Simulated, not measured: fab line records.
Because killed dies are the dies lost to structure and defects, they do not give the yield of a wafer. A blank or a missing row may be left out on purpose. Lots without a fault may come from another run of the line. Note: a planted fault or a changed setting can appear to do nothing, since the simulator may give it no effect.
fab line records -- flow sky130
[record] lots = 6, wafers = 18, last-day = 50
route steps=708 shown SD_N@344 SD_P@359 RES_XHIGH@360 PAD_OPEN@708
lots untouched by any fault: they come from a run of this same line in which no faults occurred
start-h: the number of hours between the record's first day and the start of the first shown wafer of the lot -- wait-h: how many hours have passed since the lot's step before this one -- " unchanged from the row above -- L1.1+2: a row that stands for several wafers -- - either no value or no given start -- * or withheld: withheld -- < > ~ a bound
route shown NAME@n: NAME is a module with steps in the file, n the number in the route of the first one -- usual: average and standard deviation across the fault-free wafers -- same: alike in all rows -- chamber/n: place in a boat -- sites: each site's reading -- _std_site: standard deviation of those values -- _edge_site: inner sites' mean taken away from outer sites' mean -- radius-mm: for every site, how far away it sits from the centre of the wafer -- mask NAME#n: copy n -- behind: the last tool/chamber to shape the wafer -- hold: cause of the lot's hold/its duration in hours/its outcome -- device: which transistor (n, p or np) failed to switch -- end of line: tests run on the same wafers once the route is complete -- a step without rows: its recipe alone -- killed: at the first sort, the dies lost to defects and structure; wafer yield is something else -- map: shows each die of a wafer: x if killed, . if not, _ if none is there
set.NAME: the setting as run; set.NAME@STEP: as run at that earlier step -- model.NAME: the simulator's own value behind a step, which no gauge read
lots seen at some steps along the route; tables by step, rows by wafer
services: the hour from which a tool's chamber was out of use, counted from the record's first day as start-h (under 0 if before that day), plus the number of hours and why
[[steps]]
[step SKY_SD_N_COAT_02]
[recipe] resist = NOVOLAK, spin-rpm = 3000, resist-thk-nm = 1140
[step SKY_SD_N_SOFTBAKE_03]
[recipe] temp-c = 90, time-s = 60, resist = NOVOLAK
[step SKY_SD_N_EXPOSE_04]
[recipe] mask-id = NSDM, na = 0.6, source-shape = conventional, sigma-outer = 0.6, polarization = unpolarized, target-cd-nm = 380, dose-mj = 141
[step SKY_SD_N_PEB_05]
[recipe] temp-c = withheld, time-s = *, resist = NOVOLAK
[step SKY_SD_N_DEVELOP_06]
[recipe] resist = NOVOLAK, developer = TMAH, develop-time-s = 60, dev-temp-c = 23
[step SKY_SD_N_CD_MEAS_07]
[recipe] target-cd-nm = 380
[usual] cd-nm = 380.1/1.9
lot.wafer,tool,chamber,start-h,wait-h,cd-nm
L131.1,cd-sem-02,-,653.99,0.1,379.2
L131.3,cd-sem-02,-,653.99,0.1,377.4
L131.6,cd-sem-02,-,653.99,0.1,377.9
L135.3,cd-sem-02,-,682.48,0.1,383.0
L135.4,cd-sem-02,-,682.48,0.1,380.5
L135.5,cd-sem-02,-,682.48,0.1,383.2
L137.3,cd-sem-02,-,708.94,0.1,380.4
L137.4,cd-sem-02,-,708.94,0.1,381.3
L137.6,cd-sem-02,-,708.94,0.1,382.7
L144.1,cd-sem-02,-,757.54,0.1,381.2
L144.3,cd-sem-02,-,757.54,0.1,383.8
L144.4,cd-sem-02,-,757.54,0.1,381.4
L151.1,cd-sem-01,-,805.20,0.1,380.8
L151.3,cd-sem-01,-,805.20,0.1,380.0
L151.4,cd-sem-01,-,805.20,0.1,379.7
L153.1,cd-sem-01,-,821.65,0.1,382.2
L153.2,cd-sem-01,-,821.65,0.1,380.3
L153.6,cd-sem-01,-,821.65,0.1,381.6
[step SKY_SD_N_OVL_MEAS_08]
[usual] SD_N_OVL = 0.8/1.1
lot.wafer,tool,chamber,start-h,wait-h,SD_N_OVL[nm]
L131.1,overlay-02,-,654.11,0.1,0.0
L131.3,overlay-02,-,654.11,0.1,2.0
L131.6,overlay-02,-,654.11,0.1,-1.4
L135.3,overlay-02,-,682.58,0.1,1.8
L135.4,overlay-02,-,682.58,0.1,0.6
L135.5,overlay-02,-,682.58,0.1,2.7
L137.3,overlay-02,-,709.03,0.1,1.9
L137.4,overlay-02,-,709.03,0.1,1.5
L137.6,overlay-02,-,709.03,0.1,0.6
L144.1,overlay-02,-,757.66,0.1,0.4
L144.3,overlay-02,-,757.66,0.1,0.2
L144.4,overlay-02,-,757.66,0.1,0.8
L151.1,overlay-02,-,805.32,0.1,1.7
L151.3,overlay-02,-,805.32,0.1,1.1
L151.4,overlay-02,-,805.32,0.1,1.3
L153.1,overlay-02,-,821.77,0.1,1.7
L153.2,overlay-02,-,821.77,0.1,2.4
L153.6,overlay-02,-,821.77,0.1,1.3
[step SKY_SD_N_IMPLANT_09]
[recipe] species = As, energy-kev = 50, dose-cm2 = 4e+15, tilt-deg = 0
[step SKY_SD_N_IMPLANT_10]
[recipe] species = P, energy-kev = 20, dose-cm2 = 1e+14, tilt-deg = 0
[step SKY_SD_N_STRIP_11]
[recipe] chemistry = O2/N2, power-w = 1400, pressure-mtorr = 1500, platen-temp-c = withheld, o2-flow-sccm = 3000, n2-flow-sccm = 300, overash-fraction = 0.5
[usual] drypump-motor-current-A = 5.4/0.47, oes-product-au = 0.527/0.0047, strip-time-to-endpoint-s = 22.55/0.037
lot.wafer,tool,chamber,start-h,wait-h,drypump-motor-current-A,oes-product-au,rf-hours-counter-h,strip-time-to-endpoint-s
L131.1,plasma-asher-02,0,654.45,0.1,5.2,0.524,21,22.55
L131.3,plasma-asher-02,1,654.45,0.1,5.1,0.521,-,22.54
L131.6,plasma-asher-02,0,654.45,0.1,5.2,0.526,-,22.56
L135.3,plasma-asher-04,0,682.93,0.1,4.8,0.531,-,22.53
L135.4,plasma-asher-04,1,682.93,0.1,6.1,0.526,-,22.56
L135.5,plasma-asher-04,1,682.93,0.1,6.1,0.528,-,22.59
L137.3,plasma-asher-03,0,709.38,0.1,6.2,0.538,-,22.58
L137.4,plasma-asher-03,1,709.38,0.1,5.9,0.524,-,22.53
L137.6,plasma-asher-03,0,709.38,0.1,6.1,0.521,-,22.58
L144.1,plasma-asher-03,0,758.00,0.1,6.2,0.521,96,22.60
L144.3,plasma-asher-03,1,758.00,0.1,6.0,0.531,-,22.53
L144.4,plasma-asher-03,0,758.00,0.1,6.2,0.537,-,22.59
L151.1,plasma-asher-04,0,805.65,0.1,4.8,0.528,6,22.63
L151.3,plasma-asher-04,1,805.65,0.1,6.1,0.523,-,22.59
L151.4,plasma-asher-04,0,805.65,0.1,4.8,0.524,-,22.53
L153.1,plasma-asher-02,0,822.10,0.1,5.2,0.525,37,22.54
L153.2,plasma-asher-02,1,822.10,0.1,5.1,0.527,37,22.56
L153.6,plasma-asher-02,0,822.10,0.1,5.2,0.525,-,22.48
[step SKY_SD_N_TW_MEAS_12]
[usual] SD_N_TW = 3972/32
lot.wafer,tool,chamber,start-h,wait-h,SD_N_TW
L131.1,film-metro-04,-,654.55,0.1,3929
L131.3,film-metro-04,-,654.55,0.1,3930
L131.6,film-metro-04,-,654.55,0.1,3912
L135.3,film-metro-01,-,683.02,0.1,3947
L135.4,film-metro-01,-,683.02,0.1,3945
L135.5,film-metro-01,-,683.02,0.1,3928
L137.3,film-metro-02,-,709.47,0.1,3967
L137.4,film-metro-02,-,709.47,0.1,3951
L137.6,film-metro-02,-,709.47,0.1,3951
L144.1,film-metro-02,-,758.10,0.1,3989
L144.3,film-metro-02,-,758.10,0.1,3973
L144.4,film-metro-02,-,758.10,0.1,3972
L151.1,film-metro-02,-,805.75,0.1,3979
L151.3,film-metro-02,-,805.75,0.1,3983
L151.4,film-metro-02,-,805.75,0.1,3989
L153.1,film-metro-04,-,822.20,0.1,4007
L153.2,film-metro-04,-,822.20,0.1,3982
L153.6,film-metro-04,-,822.20,0.1,3984
[step SKY_SD_N_CLEAN_13]
[recipe] chemistry = SC1/SC2, mix = 1:4:20, temp-c = 70, time-s = 150, dry = n2-spin
[step SKY_SD_N_RTA_14]
[recipe] temp-c = 1075, time-s = 2, idle-temp-c = 650, ramp-up-c-per-s = 150, ramp-down-c-per-s = 90, ambient = N2
[usual] lamp-power-pct = 15.74/0.053, wafer_temp_C_max = 1078.1/1.3
lot.wafer,tool,chamber,start-h,wait-h,lamp-power-pct,wafer_temp_C_max
L131.1,rtp-anneal-02,0,654.66,0.0,15.76,1076.4
L131.3,rtp-anneal-02,0,654.66,0.0,15.72,1077.3
L131.6,rtp-anneal-02,0,654.66,0.0,15.77,1079.8
L135.3,rtp-anneal-02,0,683.13,0.0,16.54,1106.8
L135.4,rtp-anneal-02,0,683.13,0.0,16.54,1106.7
L135.5,rtp-anneal-02,0,683.13,0.0,16.49,1107.9
L137.3,rtp-anneal-02,0,709.58,0.0,16.46,1107.3
L137.4,rtp-anneal-02,0,709.58,0.0,16.44,1111.5
L137.6,rtp-anneal-02,0,709.58,0.0,16.60,1106.9
L144.1,rtp-anneal-01,0,758.21,0.0,15.75,1079.5
L144.3,rtp-anneal-01,0,758.21,0.0,15.78,1077.1
L144.4,rtp-anneal-01,0,758.21,0.0,15.70,1076.0
L151.1,rtp-anneal-02,0,805.86,0.0,15.81,1076.8
L151.3,rtp-anneal-02,0,805.86,0.0,15.70,1077.2
L151.4,rtp-anneal-02,0,805.86,0.0,15.71,1079.2
L153.1,rtp-anneal-02,0,822.31,0.0,15.76,1077.4
L153.2,rtp-anneal-02,0,822.31,0.0,15.72,1077.2
L153.6,rtp-anneal-02,0,822.31,0.0,15.71,1076.3
[step SKY_SD_N_RS_MEAS_16]
[recipe] thk-meas-gauge = four-point-probe
[usual] SD_N_RS = 68.65/0.13
lot.wafer,tool,chamber,start-h,wait-h,SD_N_RS[ohm/sq]
L131.1,film-metro-02,-,654.83,0.1,68.71
L131.3,film-metro-02,-,654.83,0.1,68.80
L131.6,film-metro-02,-,654.83,0.1,68.84
L135.3,film-metro-02,-,683.32,0.1,63.31
L135.4,film-metro-02,-,683.32,0.1,63.37
L135.5,film-metro-02,-,683.32,0.1,63.27
L137.3,film-metro-04,-,709.77,0.1,63.20
L137.4,film-metro-04,-,709.77,0.1,63.19
L137.6,film-metro-04,-,709.77,0.1,63.28
L144.1,film-metro-01,-,758.38,0.1,68.66
L144.3,film-metro-01,-,758.38,0.1,68.82
L144.4,film-metro-01,-,758.38,0.1,68.77
L151.1,film-metro-04,-,806.03,0.1,68.61
L151.3,film-metro-04,-,806.03,0.1,68.63
L151.4,film-metro-04,-,806.03,0.1,68.65
L153.1,film-metro-01,-,822.48,0.1,68.64
L153.2,film-metro-01,-,822.48,0.1,68.76
L153.6,film-metro-01,-,822.48,0.1,68.82
[step SKY_SD_N_RS_MEAS_17]
[recipe] thk-meas-gauge = four-point-probe
[usual] SD_P_RS = 147.3/0.39
lot.wafer,tool,chamber,start-h,wait-h,SD_P_RS[ohm/sq]
L131.1,film-metro-02,-,654.95,0.1,147.4
L131.3,film-metro-02,-,654.95,0.1,147.4
L131.6,film-metro-02,-,654.95,0.1,147.5
L135.3,film-metro-02,-,683.44,0.1,122.1
L135.4,film-metro-02,-,683.44,0.1,121.9
L135.5,film-metro-02,-,683.44,0.1,122.2
L137.3,film-metro-04,-,709.89,0.1,121.4
L137.4,film-metro-04,-,709.89,0.1,121.7
L137.6,film-metro-04,-,709.89,0.1,121.6
L144.1,film-metro-01,-,758.50,0.1,147.6
L144.3,film-metro-01,-,758.50,0.1,148.1
L144.4,film-metro-01,-,758.50,0.1,147.6
L151.1,film-metro-04,-,806.15,0.1,147.1
L151.3,film-metro-04,-,806.15,0.1,146.8
L151.4,film-metro-04,-,806.15,0.1,147.3
L153.1,film-metro-01,-,822.60,0.1,147.7
L153.2,film-metro-01,-,822.60,0.1,147.4
L153.6,film-metro-01,-,822.60,0.1,147.3
[step SKY_SD_N_RS_MEAS_18]
[recipe] thk-meas-gauge = four-point-probe
[usual] RES_XHIGH_RS = 333.6/1.2
lot.wafer,tool,chamber,start-h,wait-h,RES_XHIGH_RS[ohm/sq]
L131.1,film-metro-02,-,655.07,0.1,335.0
L131.3,film-metro-02,-,655.07,0.1,335.3
L131.6,film-metro-02,-,655.07,0.1,334.5
L135.3,film-metro-02,-,683.56,0.1,331.4
L135.4,film-metro-02,-,683.56,0.1,331.8
L135.5,film-metro-02,-,683.56,0.1,332.8
L137.3,film-metro-04,-,710.01,0.1,329.3
L137.4,film-metro-04,-,710.01,0.1,330.1
L137.6,film-metro-04,-,710.01,0.1,331.0
L144.1,film-metro-01,-,758.62,0.1,334.8
L144.3,film-metro-01,-,758.62,0.1,335.7
L144.4,film-metro-01,-,758.62,0.1,335.8
L151.1,film-metro-04,-,806.27,0.1,333.7
L151.3,film-metro-04,-,806.27,0.1,334.6
L151.4,film-metro-04,-,806.27,0.1,333.9
L153.1,film-metro-01,-,822.72,0.1,335.5
L153.2,film-metro-01,-,822.72,0.1,334.5
L153.6,film-metro-01,-,822.72,0.1,335.1
[step SKY_PAD_OPEN_PROBE_99]
[usual] killed_at_M0_to_M3 = 42/6.7, killed_at_M4_up = 3.3/2.1, killed-at-contacts = 24/5.1, killed-at-front-end = 15/4.6, killed-at-other = 0.3/0.58, killed-dies = 85/9.9, killed-open = 46/6.9, killed-short = 38/7
[same] gross-dies = 492, killed-at-back-side = 0
lot.wafer,tool,chamber,start-h,wait-h,killed_at_M0_to_M3,killed_at_M4_up,killed-at-contacts,killed-at-front-end,killed-at-other,killed-dies,killed-open,killed-short,model.etest.res-xhigh-po.line-ohm-um,model.etest.res-xhigh-po.rs-ohm-sq,model.etest.pfet_01v8.r-on-ohm-um,model.etest.res-pdiff.line-ohm-um,model.etest.res-high-po.line-ohm-um,model.etest.pfet-g5v0d10v5.r-on-ohm-um,model.etest.licon-high-po.rc-ohm,model.etest.res-ndiff.line-ohm-um
L131.1,prober-01,-,1085.15,0.1,48,7,26,8,0,89,50,38,5616,1919,2757,1416,748.4,4620,325.1,791.5
L131.3,prober-01,-,1085.25,0.2,42,6,21,13,0,82,46,36,5606,1998,2881,1358,743.7,4658,343.6,761
L131.6,prober-01,-,1085.40,0.2,49,1,29,12,0,91,52,38,5426,1927,2923,1366,721.1,4729,330.4,767.3
L135.3,prober-01,-,1104.63,0.2,40,4,25,18,0,87,45,42,4575,1586,2564,1154,627.7,4682,250.9,728
L135.4,prober-01,-,1104.68,0.2,31,1,21,10,0,63,37,26,4571,1586,2671,1167,629,4695,256.9,722
L135.5,prober-01,-,1104.73,0.2,45,3,29,21,0,98,50,48,4516,1552,2569,1153,628.9,4578,246.5,724.5
L137.3,prober-01,-,1125.95,0.2,44,1,29,12,0,86,48,36,4248,1505,2571,1135,600.1,4652,243,701.9
L137.4,prober-01,-,1126.00,0.2,49,2,20,18,0,89,54,34,4404,1560,2682,1164,612,4724,245.9,706.1
L137.6,prober-01,-,1126.10,0.2,37,3,26,16,0,82,48,33,4416,1552,2670,1154,610.4,4701,252.3,710.6
L144.1,prober-02,-,1156.22,0.1,45,3,21,17,0,86,46,39,5872,2044,2936,1352,750.9,4787,363.1,747
L144.3,prober-02,-,1156.32,0.2,48,4,22,11,0,85,47,38,5968,2044,2894,1377,754.8,4739,362.5,774.3
L144.4,prober-02,-,1156.37,0.2,37,4,35,14,0,90,43,47,5867,2023,2875,1372,747.6,4779,357.9,755.9
L151.1,prober-02,-,1189.75,0.1,38,8,20,12,1,79,44,35,5507,1943,2887,1405,721.4,4722,351.1,785.9
L151.3,prober-02,-,1189.85,0.2,42,2,26,11,0,81,45,36,5583,1983,2913,1394,722.9,4716,358.4,788.5
L151.4,prober-02,-,1189.90,0.2,37,3,24,17,0,81,42,39,5440,1940,2995,1373,724.4,4758,343.9,791
L153.1,prober-01,-,1200.97,0.1,41,3,20,24,1,89,40,49,5536,1957,2979,1359,722.5,4727,358.6,768.4
L153.2,prober-01,-,1201.02,0.1,48,2,22,20,0,92,46,44,5673,1948,2823,1396,753.9,4646,341.7,790.6
L153.6,prober-01,-,1201.22,0.2,35,5,22,14,0,76,36,40,5624,1964,2964,1369,729.7,4710,341.8,759.8
// killed by level:class
L131.1 VIA1:geometric-particle:open=16 CONTACT:geometric-particle:open=13 VIA1:geometric-particle:short=7 METAL2:geometric-particle:short=7 VIA2:geometric-particle:open=6 LI_CONTACT:geometric-particle:open=5 CONTACT:geometric-particle:short=4 POLY_GATE:geometric-particle:short=3
L131.3 VIA1:geometric-particle:open=12 CONTACT:geometric-particle:open=9 VIA2:geometric-particle:open=6 METAL1:geometric-particle:short=6 POLY_GATE:geometric-particle:open=5 POLY_GATE:geometric-particle:short=4 LI_CONTACT:geometric-particle:open=4 LOCAL_INTERCONNECT:geometric-particle:short=4
L131.6 VIA2:geometric-particle:open=10 CONTACT:geometric-particle:open=10 VIA1:geometric-particle:open=10 LI_CONTACT:geometric-particle:open=8 METAL2:geometric-particle:short=5 VIA2:geometric-particle:short=5 FIELD_ISO:geometric-particle:open=4 LI_CONTACT:geometric-particle:short=4
L135.3 LOCAL_INTERCONNECT:geometric-particle:short=8 LI_CONTACT:geometric-particle:open=7 VIA1:geometric-particle:open=7 VIA2:geometric-particle:open=7 VIA3:geometric-particle:open=7 CONTACT:geometric-particle:open=6 FIELD_ISO:geometric-particle:open=5 POLY_GATE:geometric-particle:short=5
L135.4 CONTACT:geometric-particle:open=9 LI_CONTACT:geometric-particle:open=8 METAL2:geometric-particle:short=5 POLY_GATE:geometric-particle:short=4 VIA1:geometric-particle:open=4 METAL1:geometric-particle:open=3 VIA1:geometric-particle:short=3 METAL2:geometric-particle:open=3
L135.5 CONTACT:geometric-particle:open=10 LI_CONTACT:geometric-particle:open=9 VIA1:geometric-particle:open=9 VIA2:geometric-particle:open=7 POLY_GATE:geometric-particle:short=6 VIA3:geometric-particle:open=6 FIELD_ISO:geometric-particle:open=5 CONTACT:geometric-particle:short=5
L137.3 LI_CONTACT:geometric-particle:open=12 VIA1:geometric-particle:open=9 METAL1:geometric-particle:short=8 CONTACT:geometric-particle:open=7 VIA1:geometric-particle:short=6 METAL2:geometric-particle:short=6 VIA2:geometric-particle:open=5 VIA2:geometric-particle:short=4
L137.4 VIA1:geometric-particle:open=18 CONTACT:geometric-particle:open=8 FIELD_ISO:geometric-particle:open=6 FIELD_ISO:geometric-particle:short=6 VIA3:geometric-particle:open=6 LOCAL_INTERCONNECT:geometric-particle:short=4 LI_CONTACT:geometric-particle:open=4 VIA1:geometric-particle:short=4
L137.6 VIA1:geometric-particle:open=12 LI_CONTACT:geometric-particle:open=9 FIELD_ISO:geometric-particle:open=5 POLY_GATE:geometric-particle:open=5 CONTACT:geometric-particle:open=5 VIA1:geometric-particle:short=5 METAL2:geometric-particle:short=5 LOCAL_INTERCONNECT:geometric-particle:short=4
L144.1 VIA1:geometric-particle:open=13 CONTACT:geometric-particle:open=11 VIA1:geometric-particle:short=8 FIELD_ISO:geometric-particle:open=5 FIELD_ISO:geometric-particle:short=5 METAL1:geometric-particle:short=5 LI_CONTACT:geometric-particle:open=4 VIA2:geometric-particle:open=4
L144.3 VIA1:geometric-particle:open=9 LI_CONTACT:geometric-particle:open=8 CONTACT:geometric-particle:short=7 VIA2:geometric-particle:open=7 VIA3:geometric-particle:open=6 CONTACT:geometric-particle:open=5 VIA1:geometric-particle:short=4 METAL2:geometric-particle:short=4
L144.4 CONTACT:geometric-particle:open=10 CONTACT:geometric-particle:short=9 VIA2:geometric-particle:open=7 VIA1:geometric-particle:short=7 FIELD_ISO:geometric-particle:open=6 LOCAL_INTERCONNECT:geometric-particle:short=6 VIA1:geometric-particle:open=6 METAL2:geometric-particle:short=6
L151.1 VIA1:geometric-particle:open=8 CONTACT:geometric-particle:open=8 VIA2:geometric-particle:open=8 CONTACT:geometric-particle:short=7 FIELD_ISO:geometric-particle:open=5 VIA3:geometric-particle:short=5 VIA3:geometric-particle:open=5 METAL4:geometric-particle:short=5
L151.3 CONTACT:geometric-particle:open=9 METAL2:geometric-particle:short=9 VIA1:geometric-particle:open=8 VIA3:geometric-particle:open=6 LI_CONTACT:geometric-particle:open=6 LI_CONTACT:geometric-particle:short=5 VIA2:geometric-particle:open=5 FIELD_ISO:geometric-particle:short=4
L151.4 LI_CONTACT:geometric-particle:open=10 VIA3:geometric-particle:open=10 METAL2:geometric-particle:short=8 CONTACT:geometric-particle:short=7 POLY_GATE:geometric-particle:open=5 FIELD_ISO:geometric-particle:short=4 SPACER:geometric-particle:short=4 VIA1:geometric-particle:short=4
L153.1 POLY_GATE:geometric-particle:short=10 VIA3:geometric-particle:open=10 VIA1:geometric-particle:open=9 CONTACT:geometric-particle:open=6 LI_CONTACT:geometric-particle:short=5 LOCAL_INTERCONNECT:geometric-particle:short=5 VIA3:geometric-particle:short=5 POLY_GATE:geometric-particle:open=4
L153.2 CONTACT:geometric-particle:open=11 METAL1:geometric-particle:short=9 VIA1:geometric-particle:open=8 VIA3:geometric-particle:open=7 VIA1:geometric-particle:short=6 POLY_GATE:geometric-particle:open=5 POLY_GATE:geometric-particle:short=5 METAL2:geometric-particle:short=5
L153.6 METAL1:geometric-particle:short=7 LOCAL_INTERCONNECT:geometric-particle:short=6 CONTACT:geometric-particle:open=6 METAL2:geometric-particle:short=6 FIELD_ISO:geometric-particle:open=4 POLY_GATE:geometric-particle:short=4 LI_CONTACT:geometric-particle:open=4 VIA1:geometric-particle:open=4
[[services]]
tool,chamber,start-h,hours,kind
plasma-asher-03,-,699.71,3.8,repair
rtp-anneal-01,-,731.39,5.1,pm
plasma-asher-04,-,733.75,9.0,pm
plasma-asher-04,0,733.75,9.0,vent-cycle
plasma-asher-04,1,733.75,9.0,vent-cycle
plasma-asher-04,0,742.75,-,clean
plasma-asher-04,1,742.75,-,clean
plasma-asher-02,-,758.29,3.9,repair
rtp-anneal-02,-,762.39,3.9,pm
plasma-asher-04,-,768.70,2.8,pm
[[key]]
[first-sign] step = SKY_SD_N_RTA_14, reading = wafer_temp_C_max, direction = up, sigmas = 23, usual = *, struck = *
[effect] step = SKY_SD_N_RTA_14, reading = lamp-power-pct, direction = up, sigmas = 15, usual = 15.74, struck = 16.51
[effect] step = SKY_SD_N_RS_MEAS_16, reading = SD_N_RS, direction = down, sigmas = 43, usual = 68.65, struck = 63.27
[effect] step = SKY_SD_N_RS_MEAS_17, reading = SD_P_RS, direction = down, sigmas = 65, usual = 147.3, struck = 121.8
[effect] step = SKY_SD_N_RS_MEAS_18, reading = RES_XHIGH_RS, direction = down, sigmas = 2, usual = 333.6, struck = 331.1
[model-effect] step = SKY_PAD_OPEN_PROBE_99, value = etest.res-xhigh-po.line-ohm-um, without = 5786, struck = 4455
met-at SKY_SD_N_RTA_14
struck-wafers L135.3,L135.4,L135.5,L137.3,L137.4,L137.6
tester-left-out L135,L137
onset-between 654.66 683.13
[fault] kind = process-parameter-drift, tool = rtp-anneal-02, chamber = -, onset-h = 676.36, steps = SKY_SD_N_RTA_14, channel = temp-c, offset = *, shape = step, end-h = 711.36, acts-in = *, stated = *
// tester-left-out: of these lots the tester's yield and bins aren't shown, on N5 and GAA mostly nor the transistor test; their killed dies are dies lost to structure and defects alone, not to doping, threshold or leakage, so they don't give the yield
